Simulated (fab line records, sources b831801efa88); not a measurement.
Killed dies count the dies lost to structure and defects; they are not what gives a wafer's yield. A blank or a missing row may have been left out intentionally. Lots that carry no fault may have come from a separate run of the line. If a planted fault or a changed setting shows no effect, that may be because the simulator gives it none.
Matching of chambers | flow sky130 | SKY_CONTACT_CMP_27 on cmp-01: 4 sister chambers
The step polishes, stops on SiO2, t overpolish 15 s, target thk 0 nm. 4 wafers are shown with their chamber, then 9 later ones without.

== WAFERS WITH THEIR CHAMBER ==
wafer  | chamber | motorCurrentA (A)
L082.6 | 3       | 10.2
L083.1 | 0       | 12.4
L088.1 | 2       | 12.7
L088.5 | 1       | 9.5

== WAFERS WITHOUT THEIR CHAMBER ==
wafer  | motorCurrentA (A)
L090.1 | 13.0
L090.5 | 10.2
L090.6 | 12.5
L093.2 | 12.3
L093.3 | 11.6
L093.4 | 9.7
L097.1 | 12.2
L097.2 | 9.6
L097.3 | 12.1

== WHICH CHAMBER EACH ONE RAN IN ==
wafer  | from the rows above          | in truth
L090.1 | can't be placed: 2 or 0      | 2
L090.5 | 3                            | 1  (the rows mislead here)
L090.6 | can't be placed: 0 or 2      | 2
L093.2 | can't be placed: 0 or 2      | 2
L093.3 | can't be placed: 0 or 2 or 3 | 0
L093.4 | can't be placed: 1 or 3      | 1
L097.1 | can't be placed: 0 or 2      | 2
L097.2 | can't be placed: 1 or 3      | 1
L097.3 | can't be placed: 0 or 2      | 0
Correctly placed: 0 of 9. Cannot be placed on the basis of these rows: 8; the candidates contain the true chamber in 8. Wrongly placed: 1.
How it was worked out, from the rows above alone: a wafer's distance from a chamber is the root of the sum, over the readings, of the square of ((its reading less the chamber's mean) divided by the reading's scatter). The wafer belongs to the nearest chamber; if the next one is less than 2 further off, it can't be placed. A chamber's mean is the mean of its shown wafers. The scatter (one wafer shown for each chamber): square how far every hidden wafer sits from the nearest shown wafer, average those squares and take the square root.
